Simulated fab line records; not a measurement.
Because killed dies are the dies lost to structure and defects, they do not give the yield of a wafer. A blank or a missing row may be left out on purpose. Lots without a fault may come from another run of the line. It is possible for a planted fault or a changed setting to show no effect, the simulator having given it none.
Which tool did it? ; flow gf180mcu ; Sampling: 11 lots, 33 wafers, 7 of 602 route steps

## WHAT THE GAUGES READ, wafer by wafer
GF_POLY_GATE_CD_MEAS_10: target cd 280 nm. Usual: cd_nm at 279.9 nm, with a standard deviation of 1.2.
lot;measured;on;cd_nm (nm);flag
L661;day 9 15:49;cd_sem-02;279.1 278.4 278.2;
L662;day 9 20:28;cd_sem-01;281.0 282.0 281.1;
L663;day 10 05:45;cd_sem-02;279.1 279.9 279.2;
L664;day 10 09:16;cd_sem-01;280.5 281.5 281.8;
L666;day 10 18:55;cd_sem-02;279.9 279.9 280.1;
L667;day 11 03:13;cd_sem-01;280.0 278.7 279.0;
L672;day 12 17:43;cd_sem-02;279.3 279.1 279.1;
L676;day 13 19:44;cd_sem-02;279.6 280.2 280.1;
L681;day 15 08:21;cd_sem-01;280.7 281.2 279.5;
L682;day 15 17:06;cd_sem-01;280.3 282.0 280.8;
L683;day 16 07:44;cd_sem-02;280.8 280.7 279.3;

GF_PSD_TW_MEAS_11. Usual: PSD_TW typically reads 3163, with standard deviation 19.
lot;measured;on;PSD_TW;flag
L661;day 14 18:48;film_metro-02;3147 3162 3157;
L662;day 14 22:14;film_metro-03;3187 3188 3188;
L663;day 15 11:39;film_metro-03;3152 3168 3154;
L664;day 15 15:18;film_metro-02;3150 3148 3144;
L666;day 16 04:47;film_metro-03;3575 3554 3592 3577 3586 3573;OFF
L667;day 16 13:13;film_metro-02;3135 3132 3134;
L672;day 18 12:35;film_metro-02;3546 3538 3524 3531 3521 3528;OFF
L676;day 19 22:02;film_metro-02;3541 3543 3567 3544 3548 3550;OFF
L681;day 21 11:15;film_metro-02;3150 3160 3145;
L682;day 21 21:53;film_metro-02;3160 3153 3157;
L683;day 22 11:21;film_metro-02;3148 3152 3140;

GF_PSD_RS_MEAS_15: measurement is done with a four-point probe. Usual: PSD_RS typically reads 108.6 ohm/sq, with standard deviation 0.31.
lot;measured;on;PSD_RS (ohm/sq);flag
L661;day 14 19:07;film_metro-03;108.3 108.5 108.3;
L662;day 14 22:33;film_metro-02;108.6 108.5 108.7;
L663;day 15 11:58;film_metro-02;108.8 108.8 108.6;
L664;day 15 15:37;film_metro-01;108.8 108.5 108.5;
L666;day 16 09:44;film_metro-03;97.7 97.8 97.8 97.7 97.7 97.6;OFF
L667;day 16 13:32;film_metro-01;109.1 108.6 108.5;
L672;day 18 16:47;film_metro-03;98.1 97.8 98.2 98.2 97.8 98.1;OFF
L676;day 20 03:08;film_metro-02;98.3 98.4 98.0 98.4 98.5 98.1;OFF
L681;day 21 11:35;film_metro-03;108.6 108.6 108.7;
L682;day 21 22:12;film_metro-01;108.5 108.7 108.7;
L683;day 22 11:40;film_metro-01;109.1 109.1 109.1;

GF_SAB_OVL_MEAS_10. Usual: SAB_OVL typically reads -0.2 nm, with standard deviation 1.3.
lot;measured;on;SAB_OVL (nm);flag
L661;day 15 17:08;overlay-01;-0.3 0.4 -0.8;
L662;day 15 20:02;overlay-01;0.0 -0.4 1.3;
L663;day 16 10:57;overlay-02;-1.4 -1.0 -1.7;
L664;day 16 18:10;overlay-02;0.8 0.9 1.2;
L666;day 17 03:53;overlay-01;-1.0 1.8 -1.2;
L667;day 17 12:33;overlay-02;-1.3 -0.5 -0.1;
L672;day 19 13:01;overlay-01;-1.1 -3.4 -0.6;
L676;day 20 22:26;overlay-02;-1.6 2.7 2.5;
L681;day 22 11:14;overlay-02;-0.1 -1.9 -2.1;
L682;day 22 20:49;overlay-02;-0.4 2.0 2.3;
L683;day 23 10:30;overlay-01;1.7 0.4 2.1;

## TOOL THAT RAN EACH LOT (tool first, then ch and the chambers of the sampled wafers, then the start)
lot;GF_POLY_GATE_ETCH_12;GF_PSD_IMPLANT_09;GF_PSD_STRIP_10
L661;rie_diel-03 ch 1,2,3, day 9 15:57;implanter-03 ch 0, day 14 18:34;plasma_asher-03 ch 0, day 14 18:41
L662;rie_diel-04 ch 0,1,2, day 9 20:36;implanter-02 ch 0, day 14 21:59;plasma_asher-02 ch 0, day 14 22:07
L663;rie_diel-01 ch 0,1,2, day 10 05:54;implanter-04 ch 0, day 15 11:24;plasma_asher-04 ch 0,1, day 15 11:33
L664;rie_diel-03 ch 0,1, day 10 09:25;implanter-02 ch 0, day 15 15:03;plasma_asher-02 ch 0, day 15 15:12
L666;rie_diel-01 ch 0,1,2, day 10 19:02;implanter-02 ch 0, day 16 04:15;plasma_asher-03 ch 0,1, day 16 04:42
L667;rie_diel-01 ch 1,2,3, day 11 03:21;implanter-03 ch 0, day 16 12:58;plasma_asher-02 ch 0,1, day 16 13:06
L672;rie_diel-04 ch 0,1,3, day 12 17:49;implanter-02 ch 0, day 18 12:04;plasma_asher-03 ch 0,1, day 18 12:30
L676;rie_diel-04 ch 1,3, day 13 19:52;implanter-04 ch 0, day 19 21:29;plasma_asher-02 ch 0,1, day 19 21:55
L681;rie_diel-01 ch 0,1,2, day 15 08:28;implanter-02 ch 0, day 21 11:02;plasma_asher-02 ch 0,1, day 21 11:10
L682;rie_diel-04 ch 1,2,3, day 15 17:14;implanter-03 ch 0, day 21 21:38;plasma_asher-04 ch 0,1, day 21 21:46
L683;rie_diel-03 ch 0,2,3, day 16 07:53;implanter-02 ch 0, day 22 11:06;plasma_asher-04 ch 0,1, day 22 11:15
- GF_POLY_GATE_ETCH_12: etches BARC in N2/H2.
- GF_PSD_IMPLANT_09
- GF_PSD_STRIP_10: strips in O2/N2.

## AS READ BY THE TOOLS THEMSELVES (means over the sampled wafers that have a number; for cases with no such wafer, the mark the record gives instead)
GF_POLY_GATE_ETCH_12. Usual: drypump_motor_current_A 5.5 A, standard deviation 0.45; oes_product_au 0.735 a.u., standard deviation 0.0049; throttle_valve_pct 13.215 %, standard deviation 0.0087.
lot;tool;drypump_motor_current_A (A);oes_product_au (a.u.);throttle_valve_pct (%);flag
L661;rie_diel-03;5.2;0.734;13.216;
L662;rie_diel-04;5.8;0.733;13.214;
L663;rie_diel-01;5.5;0.737;13.214;
L664;rie_diel-03;5.8;0.734;13.208;
L666;rie_diel-01;5.5;0.738;13.219;
L667;rie_diel-01;5.8;0.736;13.218;
L672;rie_diel-04;5.7;0.735;13.218;
L676;rie_diel-04;5.5;0.736;13.215;
L681;rie_diel-01;5.5;0.727;13.206;
L682;rie_diel-04;5.6;0.738;13.208;
L683;rie_diel-03;5.4;0.730;13.226;

GF_PSD_IMPLANT_09. Usual: faraday_current_uA at 8242, with a standard deviation of 180.
lot;tool;faraday_current_uA;flag
L661;implanter-03;8186;
L662;implanter-02;8400;
L663;implanter-04;8335;
L664;implanter-02;8365;
L666;implanter-02;8246;
L667;implanter-03;8213;
L672;implanter-02;8156;
L676;implanter-04;8197;
L681;implanter-02;8269;
L682;implanter-03;8208;
L683;implanter-02;8235;

GF_PSD_STRIP_10. Usual: drypump_motor_current_A 5.5 A, standard deviation 0.45; heater_power_w 306 W, standard deviation 29; oes_product_au 0.592 a.u., standard deviation 0.0045; strip_time_to_endpoint_s 16.52 s, standard deviation 0.036.
lot;tool;drypump_motor_current_A (A);heater_power_w (W);oes_product_au (a.u.);strip_time_to_endpoint_s (s);flag
L661;plasma_asher-03;4.8;286;0.593;16.52;
L662;plasma_asher-02;5.7;277;0.596;16.54;
L663;plasma_asher-04;6.0;311;0.590;16.54;
L664;plasma_asher-02;5.7;279;0.592;16.51;
L666;plasma_asher-03;5.1;307;0.546;18.89;OFF
L667;plasma_asher-02;5.7;288;0.593;16.47;
L672;plasma_asher-03;5.1;308;0.547;18.89;OFF
L676;plasma_asher-02;5.7;290;0.549;18.90;OFF
L681;plasma_asher-02;5.7;294;0.592;16.44;
L682;plasma_asher-04;6.0;311;0.594;16.54;
L683;plasma_asher-04;5.6;337;0.597;16.54;

## THE ANSWER, worked out from the rows above alone
Rule: take the mean of a lot's wafers that have a number; if it is more than 3 standard deviations from the usual mean, the lot is off. A lot without any number at a reading at which 4 lots or more have one is off too. The other lots that the step has rows for count as sound. Order of review: gauges by route order, followed by the tools' own readings, for which a lot's mean as printed above is used. The first step at which some lot is off is used, and at that step the reading that is off furthest; a lot without a number counts as furthest.
Off: L666, L672, L676, seen at GF_PSD_TW_MEAS_11 (PSD_TW).
If a tool, at a process step before that reading, ran all the lots that are off and no sound lot after the first of them, it fits. Not tried: the gauges at GF_PSD_TW_MEAS_11; whatever is off there is also off at GF_PSD_STRIP_10, on other tools, and gauge error can't account for it. No candidate that was tried fits.

## WHAT THE SIMULATOR HAD INSERTED
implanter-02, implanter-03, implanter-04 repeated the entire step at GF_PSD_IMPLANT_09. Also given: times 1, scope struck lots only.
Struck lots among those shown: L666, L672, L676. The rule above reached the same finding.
